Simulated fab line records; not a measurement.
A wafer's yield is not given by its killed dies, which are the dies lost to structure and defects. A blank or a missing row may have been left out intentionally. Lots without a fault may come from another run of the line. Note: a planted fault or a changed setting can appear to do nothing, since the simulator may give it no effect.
Matching of chambers	flow gf180mcu	GF_V4_CVD_02 on pecvd-04: 3 sister chambers
The step deposits SiO2 from TEOS, target thk 850 nm, time 94.851 s. 3 wafers are shown with their chamber, then 9 later ones without.

EACH WAFER AND ITS CHAMBER
wafer	chamber	heater power w (W)
L090.1	1	759
L090.2	0	548
L090.3	2	803

WAFERS MISSING THEIR CHAMBER
wafer	heater power w (W)
L093.3	822
L093.4	607
L093.5	878
L094.4	741
L094.5	627
L094.6	603
L097.2	688
L097.3	876
L097.5	622

WHICH CHAMBER EACH ONE RAN IN
wafer	from the rows above	in truth
L093.3	can't be placed: 2 or 1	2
L093.4	can't be placed: 0 or 1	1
L093.5	can't be placed: 2 or 1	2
L094.4	can't be placed: 1 or 2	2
L094.5	can't be placed: 0 or 1 or 2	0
L094.6	can't be placed: 0 or 1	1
L097.2	can't be placed: 1 or 2 or 0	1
L097.3	can't be placed: 2 or 1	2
L097.5	can't be placed: 0 or 1 or 2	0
Placed correctly: 0 of 9. From these rows, 9 cannot be placed; in 9 the true chamber is one of the candidates. Placed wrongly: 0.
How it was worked out, from the rows above alone: a wafer's distance from a chamber is the root of the sum, over the readings, of the square of ((its reading less the chamber's mean) divided by the reading's scatter). If the next closest chamber is less than 2 further off than the closest, the wafer can't be placed; otherwise it belongs to the closest. Each chamber's mean is taken over the wafers shown for it. The scatter: with one shown wafer a chamber, the root of the mean of the squares of how far each hidden wafer lies from its nearest shown one.
